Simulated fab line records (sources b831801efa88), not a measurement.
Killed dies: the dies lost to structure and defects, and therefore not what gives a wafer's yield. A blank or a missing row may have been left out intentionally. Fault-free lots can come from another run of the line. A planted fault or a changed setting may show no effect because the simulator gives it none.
fab line records | flow gf180mcu
record: lots: 12 | wafers: 36 | last-day: 34
route steps=602 shown NWELL@51 POLY_GATE@169 M2@364
lots untouched by any fault: they come from a run of this same line in which no faults occurred
start-h: the number of hours between the record's first day and the start of the first shown wafer of the lot | wait-h: hours elapsed since this lot's preceding step | " repeats the value in the row above | L1.1+2: a row that stands for several wafers | - either no value or no given start | * or withheld: withheld | < > ~ a bound
route shown NAME@n: NAME is a module with steps in the file, n the number in the route of the first one | usual: mean and standard deviation over wafers with no fault | same: alike in all rows | chamber/n: place in a boat | sites: per-site readings | _std_site: the values' standard deviation | _edge_site: mean of outer sites minus mean of inner sites | radius-mm: how far each site lies from the wafer's centre | mask NAME#n: copy n | behind: the last tool/chamber to shape the wafer | hold: what put the lot on hold/how long, in hours/how the hold closed | device: the n, p or np transistor that did not switch | end of line: the tests these same wafers got at the end of their route | a step with no rows: only its recipe | killed: at the first sort, the dies lost to defects and structure; wafer yield is something else | map: dies across one wafer; x = killed, . = not, _ = none there
set.NAME: the setting that was run; set.NAME@STEP: the one run at that earlier step | model.NAME: the simulator's own value behind a step, which no gauge read
one table for each step of the route and one row for each wafer, over a sample of lots
services: a tool's chamber out of use, with start hour (start-h, from the record's first day; less than 0 if before it), hours out, and reason
== steps ==
step: GF_NWELL_IMPLANT_09
recipe: species: P | energy-kev: 160 | dose-cm2: 4e+12 | tilt-deg: 0
usual: tilt-deg: 0.002/0.019
lot.wafer | tool         | chamber | start-h | wait-h | tilt-deg
L701.2    | implanter-04 | 0       | 54.48   | 0.1    | -0.001
L701.4    | "            | 0       | "       | "      | -0.029
L701.6    | "            | 0       | "       | "      | -0.017
L702.1    | implanter-04 | 0       | 62.00   | 0.1    | -0.001
L702.5    | "            | 0       | "       | "      | -0.022
L702.6    | "            | 0       | "       | "      | 0.033
L704.1    | implanter-03 | 0       | 71.35   | 0.1    | 0.008
L704.2    | "            | 0       | "       | "      | 0.011
L704.3    | "            | 0       | "       | "      | 0.020
L705.1    | implanter-03 | 0       | 76.59   | 0.1    | 0.024
L705.2    | "            | 0       | "       | "      | 0.001
L705.3    | "            | 0       | "       | "      | -0.009
L708.1    | implanter-04 | 0       | 93.80   | 0.1    | -0.011
L708.2    | "            | 0       | "       | "      | -0.015
L708.6    | "            | 0       | "       | "      | 0.008
L711.1    | implanter-04 | 0       | 111.04  | 0.1    | 0.009
L711.3    | "            | 0       | "       | "      | -0.004
L711.6    | "            | 0       | "       | "      | 0.000
L712.1    | implanter-04 | 0       | 116.79  | 0.1    | 0.021
L712.4    | "            | 0       | "       | "      | 0.003
L712.6    | "            | 0       | "       | "      | 0.016
L713.2    | implanter-01 | 0       | 120.57  | 0.1    | 0.006
L713.3    | "            | 0       | "       | "      | -0.005
L713.6    | "            | 0       | "       | "      | 0.021
L714.4    | implanter-03 | 0       | 128.61  | 0.1    | -0.017
L714.5    | "            | 0       | "       | "      | -0.013
L714.6    | "            | 0       | "       | "      | -0.019
L717.1    | implanter-04 | 0       | 142.35  | 0.1    | -0.005
L717.3    | "            | 0       | "       | "      | 0.007
L717.6    | "            | 0       | "       | "      | 0.026
L723.2    | implanter-04 | 0       | 174.26  | 0.1    | 3.720
L723.4    | "            | 0       | "       | "      | 3.717
L723.5    | "            | 0       | "       | "      | 3.696
L724.1    | implanter-04 | 0       | 183.90  | 0.1    | 3.715
L724.3    | "            | 0       | "       | "      | 3.734
L724.5    | "            | 0       | "       | "      | 3.695
step: GF_NWELL_TW_MEAS_11
usual: NWELL_TW: 1575/7.9
lot.wafer | tool          | chamber | start-h | wait-h | NWELL_TW
L701.2    | film-metro-04 | -       | 54.71   | 0.1    | 1577
L701.4    | "             | -       | "       | "      | 1573
L701.6    | "             | -       | "       | "      | 1565
L702.1    | film-metro-02 | -       | 62.25   | 0.1    | 1583
L702.5    | "             | -       | "       | "      | 1584
L702.6    | "             | -       | "       | "      | 1583
L704.1    | film-metro-01 | -       | 71.60   | 0.1    | 1578
L704.2    | "             | -       | "       | "      | 1572
L704.3    | "             | -       | "       | "      | 1579
L705.1    | film-metro-02 | -       | 76.84   | 0.1    | 1582
L705.2    | "             | -       | "       | "      | 1583
L705.3    | "             | -       | "       | "      | 1582
L708.1    | film-metro-02 | -       | 94.05   | 0.1    | 1587
L708.2    | "             | -       | "       | "      | 1587
L708.6    | "             | -       | "       | "      | 1576
L711.1    | film-metro-01 | -       | 111.29  | 0.1    | 1568
L711.3    | "             | -       | "       | "      | 1568
L711.6    | "             | -       | "       | "      | 1577
L712.1    | film-metro-02 | -       | 117.04  | 0.1    | 1573
L712.4    | "             | -       | "       | "      | 1579
L712.6    | "             | -       | "       | "      | 1580
L713.2    | film-metro-01 | -       | 120.80  | 0.1    | 1574
L713.3    | "             | -       | "       | "      | 1562
L713.6    | "             | -       | "       | "      | 1561
L714.4    | film-metro-04 | -       | 128.82  | 0.1    | 1570
L714.5    | "             | -       | "       | "      | 1570
L714.6    | "             | -       | "       | "      | 1570
L717.1    | film-metro-04 | -       | 142.60  | 0.1    | 1569
L717.3    | "             | -       | "       | "      | 1566
L717.6    | "             | -       | "       | "      | 1562
L723.2    | film-metro-04 | -       | 174.50  | 0.1    | 1601
L723.4    | "             | -       | "       | "      | 1597
L723.5    | "             | -       | "       | "      | 1609
L724.1    | film-metro-01 | -       | 184.15  | 0.1    | 1607
L724.3    | "             | -       | "       | "      | 1610
L724.5    | "             | -       | "       | "      | 1600
step: GF_VT_IMPLANT_RS_MEAS_47
recipe: thk-meas-gauge: four-point-probe
usual: NWELL_RS: 487.8/1.1
lot.wafer | tool          | chamber | start-h | wait-h | NWELL_RS[ohm/sq]
L701.2    | film-metro-01 | -       | 155.76  | 0.1    | 486.8
L701.4    | "             | -       | "       | "      | 488.4
L701.6    | "             | -       | "       | "      | 487.8
L702.1    | film-metro-04 | -       | 165.19  | 0.1    | 488.4
L702.5    | "             | -       | "       | "      | 486.6
L702.6    | "             | -       | "       | "      | 486.1
L704.1    | film-metro-04 | -       | 176.52  | 0.1    | 487.4
L704.2    | "             | -       | "       | "      | 488.2
L704.3    | "             | -       | "       | "      | 488.3
L705.1    | film-metro-02 | -       | 181.97  | 0.1    | 487.4
L705.2    | "             | -       | "       | "      | 488.4
L705.3    | "             | -       | "       | "      | 488.4
L708.1    | film-metro-04 | -       | 205.04  | 0.1    | 488.5
L708.2    | "             | -       | "       | "      | 487.8
L708.6    | "             | -       | "       | "      | 487.9
L711.1    | film-metro-04 | -       | 224.58  | 0.1    | 488.3
L711.3    | "             | -       | "       | "      | 487.0
L711.6    | "             | -       | "       | "      | 487.3
L712.1    | film-metro-01 | -       | 230.98  | 0.1    | 488.6
L712.4    | "             | -       | "       | "      | 489.3
L712.6    | "             | -       | "       | "      | 489.2
L713.2    | film-metro-04 | -       | 237.85  | 0.1    | 486.0
L713.3    | "             | -       | "       | "      | 487.1
L713.6    | "             | -       | "       | "      | 487.5
L714.4    | film-metro-04 | -       | 247.74  | 0.1    | 489.0
L714.5    | "             | -       | "       | "      | 488.9
L714.6    | "             | -       | "       | "      | 489.2
L717.1    | film-metro-02 | -       | 264.84  | 0.1    | 488.3
L717.3    | "             | -       | "       | "      | 488.8
L717.6    | "             | -       | "       | "      | 489.0
L723.2    | film-metro-01 | -       | 304.65  | 0.1    | 477.2
L723.4    | "             | -       | "       | "      | 477.9
L723.5    | "             | -       | "       | "      | 477.9
L724.1    | film-metro-01 | -       | 316.28  | 0.1    | 477.9
L724.3    | "             | -       | "       | "      | 478.5
L724.5    | "             | -       | "       | "      | 477.5
step: GF_POLY_GATE_ETCH_12
recipe: chemistry: N2/H2 | target-depth-a: withheld | overetch-a: withheld | time-s: withheld | target: BARC | ion-energy-ev: 200 | source-w: 500 | bias-w: 100 | pressure-mtorr: 30 | n2-flow-sccm: 100 | h2-flow-sccm: 200
usual: drypump-motor-current-A: 6.0/0.66 | oes-product-au: 0.736/0.0044 | throttle-valve-pct: 13.214/0.0088
lot.wafer | tool        | chamber | start-h | wait-h | drypump-motor-current-A | oes-product-au | throttle-valve-pct
L701.2    | rie-diel-03 | 1       | 193.77  | 0.0    | 6.7                     | 0.733          | 13.205
L701.4    | "           | 3       | "       | "      | 6.5                     | 0.736          | 13.228
L701.6    | "           | 1       | "       | "      | 6.7                     | 0.731          | 13.205
L702.1    | rie-diel-02 | 3       | 204.92  | 0.0    | 5.7                     | 0.733          | 13.212
L702.5    | "           | 0       | "       | "      | 5.7                     | 0.735          | 13.207
L702.6    | "           | 3       | "       | "      | 5.8                     | 0.732          | 13.206
L704.1    | rie-diel-03 | 1       | 215.90  | 0.0    | 6.7                     | 0.731          | 13.204
L704.2    | "           | 3       | "       | "      | 6.5                     | 0.739          | 13.222
L704.3    | "           | 0       | "       | "      | 6.6                     | 0.741          | 13.214
L705.1    | rie-diel-02 | 1       | 223.07  | 0.0    | 4.7                     | 0.728          | 13.219
L705.2    | "           | 0       | "       | "      | 5.7                     | 0.731          | 13.216
L705.3    | "           | 3       | "       | "      | 5.8                     | 0.734          | 13.227
L708.1    | rie-diel-03 | 2       | 247.67  | 0.0    | 6.7                     | 0.739          | 13.221
L708.2    | "           | 3       | "       | "      | 6.5                     | 0.730          | 13.211
L708.6    | "           | 1       | "       | "      | 6.7                     | 0.740          | 13.221
L711.1    | rie-diel-04 | 2       | 267.60  | 0.0    | 6.0                     | 0.735          | 13.215
L711.3    | "           | 2       | "       | "      | 6.0                     | 0.736          | 13.221
L711.6    | "           | 0       | "       | "      | 5.2                     | 0.739          | 13.209
L712.1    | rie-diel-02 | 0       | 274.17  | 0.0    | 5.7                     | 0.730          | 13.217
L712.4    | "           | 2       | "       | "      | 5.0                     | 0.729          | 13.225
L712.6    | "           | 2       | "       | "      | 5.0                     | 0.738          | 13.219
L713.2    | rie-diel-04 | 2       | 282.17  | 0.0    | 6.0                     | 0.734          | 13.209
L713.3    | "           | 3       | "       | "      | 5.5                     | 0.731          | 13.210
L713.6    | "           | 2       | "       | "      | 6.0                     | 0.735          | 13.199
L714.4    | rie-diel-04 | 3       | 292.74  | 0.0    | 5.5                     | 0.734          | 13.216
L714.5    | "           | 0       | "       | "      | 5.2                     | 0.743          | 13.203
L714.6    | "           | 1       | "       | "      | 6.2                     | 0.742          | 13.219
L717.1    | rie-diel-02 | 3       | 311.30  | 0.0    | 5.7                     | 0.733          | 13.213
L717.3    | "           | 2       | "       | "      | 5.0                     | 0.737          | 13.220
L717.6    | "           | 2       | "       | "      | 5.0                     | 0.727          | 13.219
L723.2    | rie-diel-02 | 0       | 351.95  | 0.0    | 5.7                     | 0.737          | 13.210
L723.4    | "           | 3       | "       | "      | 5.8                     | 0.735          | 13.204
L723.5    | "           | 3       | "       | "      | 5.8                     | 0.732          | 13.217
L724.1    | rie-diel-04 | 1       | 363.12  | 0.0    | 6.2                     | 0.725          | 13.220
L724.3    | "           | 2       | "       | "      | 6.0                     | 0.740          | 13.221
L724.5    | "           | 2       | "       | "      | 6.0                     | 0.729          | 13.205
step: GF_M2_SPUTTER_02
recipe: material: AlCu | target-thk-nm: 450 | power-w: 10600 | time-s: 23.9 | chamber-pressure-pa: 0.4
usual: chamber-pressure-pa: 0.4000/0.00073 | throttle-valve-pct: 30.3/0.82
lot.wafer | tool           | chamber | start-h | wait-h | chamber-pressure-pa | throttle-valve-pct
L701.2    | pvd-sputter-01 | -       | 407.10  | 0.0    | 0.4001              | 30.9
L701.4    | "              | -       | "       | "      | 0.3994              | 28.4
L701.6    | "              | -       | "       | "      | 0.4001              | 29.5
L702.1    | pvd-sputter-01 | -       | 423.37  | 0.0    | 0.3992              | 29.0
L702.5    | "              | -       | "       | "      | 0.3988              | 30.9
L702.6    | "              | -       | "       | "      | 0.3997              | 28.7
L704.1    | pvd-sputter-02 | -       | 440.57  | 0.0    | 0.3989              | 29.6
L704.2    | "              | -       | "       | "      | 0.3989              | 31.4
L704.3    | "              | -       | "       | "      | 0.4007              | 30.7
L705.1    | pvd-sputter-02 | -       | 447.83  | 0.0    | 0.3992              | 29.7
L705.2    | "              | -       | "       | "      | 0.3999              | 30.7
L705.3    | "              | -       | "       | "      | 0.4012              | 31.1
L708.1    | pvd-sputter-04 | -       | 477.19  | 0.0    | 0.4008              | 30.0
L708.2    | "              | -       | "       | "      | 0.4001              | 30.9
L708.6    | "              | -       | "       | "      | 0.3989              | 31.0
L711.1    | pvd-sputter-02 | -       | 504.59  | 0.0    | 0.3998              | 31.2
L711.3    | "              | -       | "       | "      | 0.3995              | 30.5
L711.6    | "              | -       | "       | "      | 0.3993              | 31.2
L712.1    | pvd-sputter-01 | -       | 513.30  | 0.0    | 0.4002              | 30.9
L712.4    | "              | -       | "       | "      | 0.4016              | 29.4
L712.6    | "              | -       | "       | "      | 0.4000              | 28.9
L713.2    | pvd-sputter-04 | -       | 522.15  | 0.0    | 0.3994              | 30.8
L713.3    | "              | -       | "       | "      | 0.4006              | 31.3
L713.6    | "              | -       | "       | "      | 0.4004              | 30.7
L714.4    | pvd-sputter-01 | -       | 534.14  | 0.0    | 0.4007              | 30.8
L714.5    | "              | -       | "       | "      | 0.4021              | 30.5
L714.6    | "              | -       | "       | "      | 0.4000              | 29.4
L717.1    | pvd-sputter-04 | -       | 554.15  | 0.0    | 0.4007              | 30.9
L717.3    | "              | -       | "       | "      | 0.4005              | 30.7
L717.6    | "              | -       | "       | "      | 0.3998              | 31.2
L723.2    | pvd-sputter-02 | -       | 596.38  | 0.0    | 0.4006              | 31.0
L723.4    | "              | -       | "       | "      | 0.3993              | 31.2
L723.5    | "              | -       | "       | "      | 0.4000              | 31.2
L724.1    | pvd-sputter-04 | -       | 608.01  | 0.0    | 0.4016              | 30.9
L724.3    | "              | -       | "       | "      | 0.4003              | 31.1
L724.5    | "              | -       | "       | "      | 0.4002              | 31.1
step: GF_M2_OVL_MEAS_15
usual: M2_OVL: -4/5.1
lot.wafer | tool       | chamber | start-h | wait-h | M2_OVL[nm]
L701.2    | overlay-01 | -       | 430.37  | 0.1    | -1
L701.4    | "          | -       | "       | "      | 2
L701.6    | "          | -       | "       | "      | -8
L702.1    | overlay-02 | -       | 447.08  | 0.1    | -3
L702.5    | "          | -       | "       | "      | -17
L702.6    | "          | -       | "       | "      | -10
L704.1    | overlay-02 | -       | 465.21  | 0.1    | -12
L704.2    | "          | -       | "       | "      | -5
L704.3    | "          | -       | "       | "      | -10
L705.1    | overlay-01 | -       | 472.38  | 0.1    | -2
L705.2    | "          | -       | "       | "      | 3
L705.3    | "          | -       | "       | "      | -7
L708.1    | overlay-02 | -       | 501.06  | 0.1    | -7
L708.2    | "          | -       | "       | "      | -13
L708.6    | "          | -       | "       | "      | -18
L711.1    | overlay-01 | -       | 527.81  | 0.1    | -6
L711.3    | "          | -       | "       | "      | 8
L711.6    | "          | -       | "       | "      | -3
L712.1    | overlay-01 | -       | 536.78  | 0.1    | 9
L712.4    | "          | -       | "       | "      | 4
L712.6    | "          | -       | "       | "      | 3
L713.2    | overlay-02 | -       | 544.92  | 0.1    | -6
L713.3    | "          | -       | "       | "      | -5
L713.6    | "          | -       | "       | "      | -11
L714.4    | overlay-01 | -       | 556.75  | 0.1    | 2
L714.5    | "          | -       | "       | "      | -5
L714.6    | "          | -       | "       | "      | -4
L717.1    | overlay-02 | -       | 577.08  | 0.1    | -2
L717.3    | "          | -       | "       | "      | -6
L717.6    | "          | -       | "       | "      | -2
L723.2    | overlay-02 | -       | 617.83  | 0.1    | 2
L723.4    | "          | -       | "       | "      | -1
L723.5    | "          | -       | "       | "      | 0
L724.1    | overlay-01 | -       | 628.66  | 0.1    | 6
L724.3    | "          | -       | "       | "      | 3
L724.5    | "          | -       | "       | "      | -7
== services ==
tool           | chamber | start-h | hours | kind
rie-diel-04    | 2       | 67.01   | 2.0   | repair
implanter-04   | -       | 68.88   | 1.0   | repair
pvd-sputter-02 | -       | 73.64   | 1.2   | repair
rie-diel-04    | 1       | 75.57   | 68.3  | repair
pvd-sputter-04 | -       | 110.28  | 2.5   | repair
rie-diel-04    | 3       | 115.59  | 8.5   | repair
rie-diel-04    | 3       | 129.66  | 16.0  | repair
pvd-sputter-04 | -       | 136.47  | 1.5   | repair
rie-diel-02    | 3       | 150.09  | 1.6   | repair
implanter-04   | -       | 171.03  | 0.9   | repair
rie-diel-02    | 1       | 216.66  | 5.8   | repair
implanter-04   | -       | 243.92  | 3.1   | pm
implanter-04   | -       | 257.68  | 4.9   | repair
rie-diel-02    | -       | 265.04  | 4.3   | pm
rie-diel-02    | 0       | 334.50  | 2.8   | repair
implanter-04   | -       | 365.09  | 3.8   | repair
implanter-04   | -       | 372.37  | 5.0   | pm
rie-diel-02    | 3       | 399.95  | 1.3   | repair
implanter-04   | -       | 418.98  | 19.4  | repair
implanter-04   | -       | 497.05  | 151.9 | pm
rie-diel-02    | -       | 531.02  | 28.1  | pm
rie-diel-02    | 1       | 563.09  | 4.5   | repair
rie-diel-02    | 3       | 584.20  | 4.9   | repair
rie-diel-02    | -       | 595.03  | 2.8   | pm
== key ==
first-sign: step: GF_NWELL_IMPLANT_09 | reading: tilt-deg | direction: up | sigmas: 99+ | usual: 0.002 | struck: 3.713
effect: step: GF_NWELL_TW_MEAS_11 | reading: NWELL_TW | direction: up | sigmas: 3.7 | usual: 1575 | struck: 1604
effect: step: GF_VT_IMPLANT_RS_MEAS_47 | reading: NWELL_RS | direction: down | sigmas: 9.1 | usual: 487.8 | struck: 477.8
met-at GF_NWELL_IMPLANT_09
struck-lots L723,L724
tester-left-out L723,L724
not-acting-at GF_POLY_GATE_ETCH_12,GF_M2_SPUTTER_02,GF_M2_OVL_MEAS_15
onset-between 142.35 174.26
fault: kind: process-parameter-drift | tool: implanter-04 | chamber: - | onset-h: 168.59 | steps: GF_NWELL_IMPLANT_09 | channel: tilt-deg | offset: 3.7114 | shape: step | end-h: 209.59 | acts-in: these-recipes-only | stated: 0
tester-left-out: of these lots the tester's yield and bins aren't shown, on N5 and GAA mostly nor the transistor test; their killed dies are dies lost to structure and defects alone, not to doping, threshold or leakage, so they don't give the yield
